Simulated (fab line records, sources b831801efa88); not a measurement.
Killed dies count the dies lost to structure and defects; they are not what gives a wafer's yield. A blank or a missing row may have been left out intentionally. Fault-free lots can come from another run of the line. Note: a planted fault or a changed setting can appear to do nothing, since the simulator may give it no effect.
fab line records + flow gf180mcu
record
- lots=6
- wafers=18
- lastDay=34
route steps=602 shown STI@28 DNWELL@32 NWELL@42 LVPWELL@54
lots that met no fault: taken from a fault-free run of the same line
startH: hours from the record's opening day to when the first of the lot's shown wafers began + waitH: hours from the lot's prior step to this one + " same as the row above + L1.1+2: several wafers, shown together as one row + - value missing, or start not given + * or withheld: withheld + < > ~ a bound
route shown NAME@n: a module of which the file shows steps, and the number in the route of the first + usual: mean/standard deviation of fault-free wafers + same: alike in all rows + chamber/n: place in a boat + sites: each site's reading + _std_site: the values' standard deviation + _edge_site: outer sites' mean less inner sites' + radiusMm: for every site, how far away it sits from the centre of the wafer + mask NAME#n: copy n + behind: tool/chamber where the wafer was last shaped + hold: the reason the lot was held/the length of the hold in hours/how it ended + device: the n, p or np transistor that did not switch + end of line: the same wafers' tests at the end of the route + a step without rows: its recipe alone + killed: dies that structure and defects cost at the first sort, which is not the same as the wafer's yield + map: the dies of a wafer, with x for killed, . for not killed, _ for no die there
set.NAME: the run value of the setting; set.NAME@STEP: its run value at that earlier step + model.NAME: the simulator's own value behind a step, which no gauge read
a table for each step, a row for each wafer; lots at some steps of the route
services: the hour from which a tool's chamber was out of use, counted from the record's first day as startH (under 0 if before that day), plus the number of hours and why
## steps
# step GF_STI_WET_ETCH_27
# recipe
- chemistry=H3PO4
- targetDepthNm=160
- target=Si3N4
- tempC=160
- timeS=1825
# step GF_STI_WET_ETCH_28
# recipe
- chemistry=dHF
- targetDepthNm=20
- dry=ipaMarangoni
- target=SiO2
- tempC=25
- dilution=10:1
- timeS=40
# step GF_STI_OXIDATION_29
# recipe
- tempC=900
- ambient=O2
- stabiliseS=600
- purgeS=300
- targetThkA=100
- oxTimeS=1418
# step GF_STI_THK_MEAS_30
# recipe
- reads=SiO2_of_STI_OXIDATION_29
# usual
- STI_OXIDATION_02_THK=9.96/0.2
| lot.wafer | tool         | chamber | startH | waitH | STI_OXIDATION_02_THK[nm] |
|-----------|--------------|---------|--------|-------|--------------------------|
| L746.2    | filmMetro-03 | -       | 32.68  | 0.0   | 10.17                    |
| L746.3    | "            | -       | "      | "     | 10.14                    |
| L746.6    | "            | -       | "      | "     | 10.17                    |
| L752.1    | filmMetro-04 | -       | 61.85  | 0.0   | 9.96                     |
| L752.2    | "            | -       | "      | "     | 9.95                     |
| L752.6    | "            | -       | "      | "     | 9.76                     |
| L753.3    | filmMetro-03 | -       | 65.97  | 0.0   | 9.82                     |
| L753.4    | "            | -       | "      | "     | 9.93                     |
| L753.5    | "            | -       | "      | "     | 9.83                     |
| L757.1    | filmMetro-04 | -       | 87.42  | 0.0   | 10.14                    |
| L757.3    | "            | -       | "      | "     | 10.07                    |
| L757.5    | "            | -       | "      | "     | 10.14                    |
| L764.1    | filmMetro-01 | -       | 123.02 | 0.0   | 10.13                    |
| L764.2    | "            | -       | "      | "     | 9.94                     |
| L764.5    | "            | -       | "      | "     | 10.03                    |
| L768.1    | filmMetro-04 | -       | 143.80 | 0.0   | 9.76                     |
| L768.2    | "            | -       | "      | "     | 9.68                     |
| L768.5    | "            | -       | "      | "     | 9.67                     |
# step GF_DNWELL_DEHYDRATE_00
# recipe
- tempC=200
- timeS=60
# step GF_DNWELL_HMDS_01
# recipe
- primeTimeS=60
- primeTempC=120
# step GF_DNWELL_COAT_02
# recipe
- spinRpm=2000
- resistThkNm=3000
# step GF_DNWELL_SOFTBAKE_03
# recipe
- tempC=110
- timeS=withheld
# step GF_DNWELL_EXPOSE_04
# recipe
- maskId=DNWELL
- targetCdNm=1700
- na=0.6
- sourceShape=conventional
- sigmaOuter=0.6
- doseMj=260
# step GF_DNWELL_PEB_05
# recipe
- tempC=115
- timeS=withheld
# step GF_DNWELL_DEVELOP_06
# recipe
- wallAngleDeg=90
- developTimeS=60
- devTempC=23
# step GF_DNWELL_IMPLANT_07
# recipe
- species=P
- energyKev=1500
- doseCm2=1e+13
- tiltDeg=0
# step GF_DNWELL_STRIP_08
# recipe
- chemistry=O2/N2
- powerW=1400
- pressureMtorr=1500
- platenTempC=250
- o2FlowSccm=3000
- n2FlowSccm=300
- overashFraction=0.5
# usual
- chamberPressureMTorr=1500.0/1.2
- drypumpMotorCurrentA=5.8/0.4
- heaterPowerW=342/32
- oesProductAu=0.723/0.0041
- stripTimeToEndpointS=37.04/0.1
| lot.wafer | tool           | chamber | startH | waitH | chamberPressureMTorr | drypumpMotorCurrentA | heaterPowerW | oesProductAu | rfHoursCounterH | stripTimeToEndpointS | model.coat_of_DNWELL_COAT_02.thkNm |
|-----------|----------------|---------|--------|-------|----------------------|----------------------|--------------|--------------|-----------------|----------------------|------------------------------------|
| L746.2    | plasmaAsher-02 | 1       | 44.33  | 0.1   | 1500.3               | 6.0                  | 293          | 0.720        | 39              | 37.08                | 0                                  |
| L746.3    | "              | 1       | "      | "     | 1499.3               | 5.9                  | 305          | 0.728        | -               | 37.04                | 0                                  |
| L746.6    | "              | 0       | "      | "     | 1502.0               | 5.2                  | 306          | 0.723        | -               | 36.91                | 0                                  |
| L752.1    | plasmaAsher-01 | 1       | 75.25  | 0.1   | -                    | -                    | -            | -            | -               | -                    | 3005                               |
| L752.2    | "              | 0       | "      | "     | -                    | -                    | -            | -            | -               | -                    | 2999                               |
| L752.6    | "              | 1       | "      | "     | -                    | -                    | -            | -            | -               | -                    | 3008                               |
| L753.3    | plasmaAsher-03 | 1       | 79.92  | 0.1   | -                    | -                    | -            | -            | -               | -                    | 2988                               |
| L753.4    | "              | 0       | "      | "     | -                    | -                    | -            | -            | -               | -                    | 3001                               |
| L753.5    | "              | 1       | "      | "     | -                    | -                    | -            | -            | -               | -                    | 2994                               |
| L757.1    | plasmaAsher-01 | 1       | 101.55 | 0.1   | 1499.2               | 6.6                  | 337          | 0.720        | 44              | 36.92                | 0                                  |
| L757.3    | "              | 1       | "      | "     | 1502.0               | 6.6                  | 349          | 0.725        | -               | 36.82                | 0                                  |
| L757.5    | "              | 1       | "      | "     | 1498.7               | 6.7                  | 342          | 0.717        | -               | 36.83                | 0                                  |
| L764.1    | plasmaAsher-03 | 0       | 138.30 | 0.1   | 1500.0               | 6.0                  | 341          | 0.720        | 50              | 37.03                | 0                                  |
| L764.2    | "              | 1       | "      | "     | 1502.4               | 5.5                  | 318          | 0.715        | 50              | 36.99                | 0                                  |
| L764.5    | "              | 0       | "      | "     | 1499.7               | 6.0                  | 343          | 0.730        | -               | 37.07                | 0                                  |
| L768.1    | plasmaAsher-03 | 0       | 161.65 | 0.1   | 1500.5               | 6.0                  | 347          | 0.715        | 53              | 37.15                | 0                                  |
| L768.2    | "              | 1       | "      | "     | 1498.6               | 5.5                  | 329          | 0.719        | 53              | 37.15                | 0                                  |
| L768.5    | "              | 0       | "      | "     | 1499.1               | 6.0                  | 339          | 0.731        | -               | 37.06                | 0                                  |
# step GF_DNWELL_TW_MEAS_09
# usual
- DNWELL_TW=1351/16
| lot.wafer | tool         | chamber | startH | waitH | DNWELL_TW |
|-----------|--------------|---------|--------|-------|-----------|
| L746.2    | filmMetro-02 | -       | 44.44  | 0.1   | 1322      |
| L746.3    | "            | -       | "      | "     | 1327      |
| L746.6    | "            | -       | "      | "     | 1321      |
| L752.1    | filmMetro-03 | -       | 75.35  | 0.1   | 1360      |
| L752.2    | "            | -       | "      | "     | 1368      |
| L752.6    | "            | -       | "      | "     | 1370      |
| L753.3    | filmMetro-03 | -       | 80.00  | 0.1   | 1366      |
| L753.4    | "            | -       | "      | "     | 1372      |
| L753.5    | "            | -       | "      | "     | 1368      |
| L757.1    | filmMetro-03 | -       | 101.65 | 0.1   | 1365      |
| L757.3    | "            | -       | "      | "     | 1360      |
| L757.5    | "            | -       | "      | "     | 1366      |
| L764.1    | filmMetro-04 | -       | 138.40 | 0.1   | 1329      |
| L764.2    | "            | -       | "      | "     | 1332      |
| L764.5    | "            | -       | "      | "     | 1330      |
| L768.1    | filmMetro-02 | -       | 161.75 | 0.1   | 1330      |
| L768.2    | "            | -       | "      | "     | 1336      |
| L768.5    | "            | -       | "      | "     | 1334      |
# step GF_NWELL_DEHYDRATE_00
# recipe
- tempC=200
- timeS=60
# step GF_NWELL_HMDS_01
# recipe
- primeTimeS=60
- primeTempC=120
# step GF_NWELL_COAT_02
# recipe
- spinRpm=2000
- resistThkNm=3000
# step GF_NWELL_SOFTBAKE_03
# recipe
- tempC=110
- timeS=withheld
# step GF_NWELL_EXPOSE_04
# recipe
- maskId=Nwell
- targetCdNm=860
- na=0.6
- sourceShape=conventional
- sigmaOuter=0.6
- doseMj=260
# step GF_NWELL_PEB_05
# recipe
- tempC=115
- timeS=withheld
# step GF_NWELL_DEVELOP_06
# recipe
- wallAngleDeg=90
- developTimeS=60
- devTempC=23
# step GF_NWELL_OVL_MEAS_07
# usual
- NWELL_OVL=0.8/1.4
| lot.wafer | tool       | chamber | startH | waitH | NWELL_OVL[nm] |
|-----------|------------|---------|--------|-------|---------------|
| L746.2    | overlay-01 | -       | 57.94  | -     | 2.2           |
| L746.3    | "          | -       | "      | "     | 0.9           |
| L746.6    | "          | -       | "      | "     | 3.1           |
| L752.1    | overlay-02 | -       | 88.73  | -     | 1.8           |
| L752.2    | "          | -       | "      | "     | 1.8           |
| L752.6    | "          | -       | "      | "     | 3.2           |
| L753.3    | overlay-02 | -       | 93.50  | -     | 1.3           |
| L753.4    | "          | -       | "      | "     | -0.3          |
| L753.5    | "          | -       | "      | "     | -1.1          |
| L757.1    | overlay-01 | -       | 116.23 | -     | 1.2           |
| L757.3    | "          | -       | "      | "     | -0.5          |
| L757.5    | "          | -       | "      | "     | 0.7           |
| L764.1    | overlay-02 | -       | 154.13 | -     | 2.9           |
| L764.2    | "          | -       | "      | "     | 2.5           |
| L764.5    | "          | -       | "      | "     | 2.4           |
| L768.1    | overlay-02 | -       | 178.65 | -     | 0.4           |
| L768.2    | "          | -       | "      | "     | 0.8           |
| L768.5    | "          | -       | "      | "     | 0.2           |
# step GF_NWELL_IMPLANT_08
# recipe
- species=P
- energyKev=450
- doseCm2=1.5e+13
- tiltDeg=0
# step GF_NWELL_IMPLANT_09
# recipe
- species=P
- energyKev=160
- doseCm2=4e+12
- tiltDeg=0
# step GF_NWELL_STRIP_10
# recipe
- chemistry=O2/N2
- powerW=1400
- pressureMtorr=1500
- platenTempC=250
- o2FlowSccm=3000
- n2FlowSccm=300
- overashFraction=0.5
# usual
- chamberPressureMTorr=1499.9/1.3
- drypumpMotorCurrentA=5.6/0.51
- heaterPowerW=324/14
- oesProductAu=0.723/0.0048
- stripTimeToEndpointS=37.02/0.12
| lot.wafer | tool           | chamber | startH | waitH | chamberPressureMTorr | drypumpMotorCurrentA | heaterPowerW | oesProductAu | rfHoursCounterH | stripTimeToEndpointS |
|-----------|----------------|---------|--------|-------|----------------------|----------------------|--------------|--------------|-----------------|----------------------|
| L746.2    | plasmaAsher-04 | 1       | 58.27  | 0.1   | 1503.5               | 4.8                  | 310          | 0.718        | 25              | 37.04                |
| L746.3    | "              | 1       | "      | "     | 1499.8               | 4.8                  | 320          | 0.720        | -               | 36.90                |
| L746.6    | "              | 1       | "      | "     | 1499.5               | 4.8                  | 320          | 0.712        | -               | 36.99                |
| L752.1    | plasmaAsher-03 | 0       | 89.07  | 0.1   | 1497.4               | 5.9                  | 344          | 0.727        | 44              | 81.28                |
| L752.2    | "              | 1       | "      | "     | 1499.9               | 5.5                  | 321          | 0.743        | 44              | 81.30                |
| L752.6    | "              | 1       | "      | "     | 1499.7               | 5.5                  | 321          | 0.742        | -               | 81.32                |
| L753.3    | plasmaAsher-04 | 1       | 93.85  | 0.1   | 1499.4               | 4.8                  | 317          | 0.735        | -               | 81.18                |
| L753.4    | "              | 0       | "      | "     | 1499.5               | 6.1                  | 336          | 0.746        | -               | 81.36                |
| L753.5    | "              | 0       | "      | "     | 1501.6               | 6.1                  | 340          | 0.753        | -               | 81.28                |
| L757.1    | plasmaAsher-03 | 1       | 116.57 | 0.1   | 1499.6               | 5.5                  | 317          | 0.724        | 47              | 37.23                |
| L757.3    | "              | 0       | "      | "     | 1499.8               | 6.0                  | 349          | 0.718        | -               | 37.19                |
| L757.5    | "              | 1       | "      | "     | 1497.7               | 5.5                  | 314          | 0.724        | -               | 37.15                |
| L764.1    | plasmaAsher-02 | 1       | 154.47 | 0.1   | 1498.7               | 5.9                  | 306          | 0.729        | 4               | 36.92                |
| L764.2    | "              | 0       | "      | "     | 1500.9               | 5.2                  | 326          | 0.718        | 4               | 36.99                |
| L764.5    | "              | 0       | "      | "     | 1501.8               | 5.2                  | 332          | 0.726        | -               | 37.01                |
| L768.1    | plasmaAsher-04 | 0       | 178.99 | 0.1   | 1499.1               | 6.1                  | 325          | 0.717        | 39              | 37.18                |
| L768.2    | "              | 1       | "      | "     | 1500.1               | 4.8                  | 307          | 0.722        | 39              | 37.25                |
| L768.5    | "              | 1       | "      | "     | 1500.3               | 4.8                  | 318          | 0.713        | -               | 37.20                |
# step GF_NWELL_TW_MEAS_11
# usual
- NWELL_TW=1567/11
| lot.wafer | tool         | chamber | startH | waitH | NWELL_TW |
|-----------|--------------|---------|--------|-------|----------|
| L746.2    | filmMetro-01 | -       | 58.38  | 0.1   | 1580     |
| L746.3    | "            | -       | "      | "     | 1577     |
| L746.6    | "            | -       | "      | "     | 1569     |
| L752.1    | filmMetro-04 | -       | 89.17  | 0.1   | 30       |
| L752.2    | "            | -       | "      | "     | 30       |
| L752.6    | "            | -       | "      | "     | 30       |
| L753.3    | filmMetro-02 | -       | 93.94  | 0.1   | 30       |
| L753.4    | "            | -       | "      | "     | 30       |
| L753.5    | "            | -       | "      | "     | 30       |
| L757.1    | filmMetro-04 | -       | 116.67 | 0.1   | 1555     |
| L757.3    | "            | -       | "      | "     | 1562     |
| L757.5    | "            | -       | "      | "     | 1556     |
| L764.1    | filmMetro-01 | -       | 154.57 | 0.1   | 1581     |
| L764.2    | "            | -       | "      | "     | 1573     |
| L764.5    | "            | -       | "      | "     | 1580     |
| L768.1    | filmMetro-01 | -       | 179.09 | 0.1   | 1556     |
| L768.2    | "            | -       | "      | "     | 1562     |
| L768.5    | "            | -       | "      | "     | 1577     |
# step GF_LVPWELL_DEHYDRATE_00
# recipe
- tempC=200
- timeS=60
## services
| tool           | chamber | startH | hours | kind      |
|----------------|---------|--------|-------|-----------|
| plasmaAsher-02 | -       | 55.67  | 0.3   | repair    |
| plasmaAsher-02 | -       | 75.59  | 14.6  | pm        |
| plasmaAsher-03 | -       | 93.67  | 0.8   | repair    |
| plasmaAsher-02 | -       | 108.77 | 9.0   | pm        |
| plasmaAsher-02 | 0       | 108.77 | 9.0   | ventCycle |
| plasmaAsher-02 | 1       | 108.77 | 9.0   | ventCycle |
| plasmaAsher-02 | 0       | 117.77 | -     | clean     |
| plasmaAsher-02 | 1       | 117.77 | -     | clean     |
| plasmaAsher-01 | -       | 140.02 | 24.7  | repair    |
| plasmaAsher-01 | -       | 168.46 | 5.5   | repair    |
## key
firstSign
- step=GF_DNWELL_STRIP_08
- reading=toolRecord
- direction=missing
effect
- step=GF_NWELL_STRIP_10
- reading=stripTimeToEndpointS
- direction=up
- sigmas=99+
- usual=*
- struck=*
effect
- step=GF_NWELL_TW_MEAS_11
- reading=NWELL_TW
- direction=down
- sigmas=99+
- usual=1567
- struck=30
modelEffect
- step=GF_DNWELL_STRIP_08
- value=coat_of_DNWELL_COAT_02.thkNm
- without=0
- struck=2999
metAt GF_DNWELL_STRIP_08
struckWafers L752.1,L752.2,L752.6,L753.3,L753.4,L753.5
sortLeftOut L752.1,L752.2,L752.6,L753.3,L753.4,L753.5
testerLeftOut L752,L753
fault
- kind=skippedStepWhole
- tool=plasmaAsher-01,plasmaAsher-03
- chamber=-
- onsetH=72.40
- steps=GF_DNWELL_STRIP_08
- scope=struckLotsOnly
# testerLeftOut: of these lots the tester's yield and bins aren't shown, on N5 and GAA mostly nor the transistor test; their killed dies are dies lost to structure and defects alone, not to doping, threshold or leakage, so they don't give the yield
# sortLeftOut: the simulated sort isn't trusted on such a fault, so these wafers' sort isn't shown, and their yield isn't known
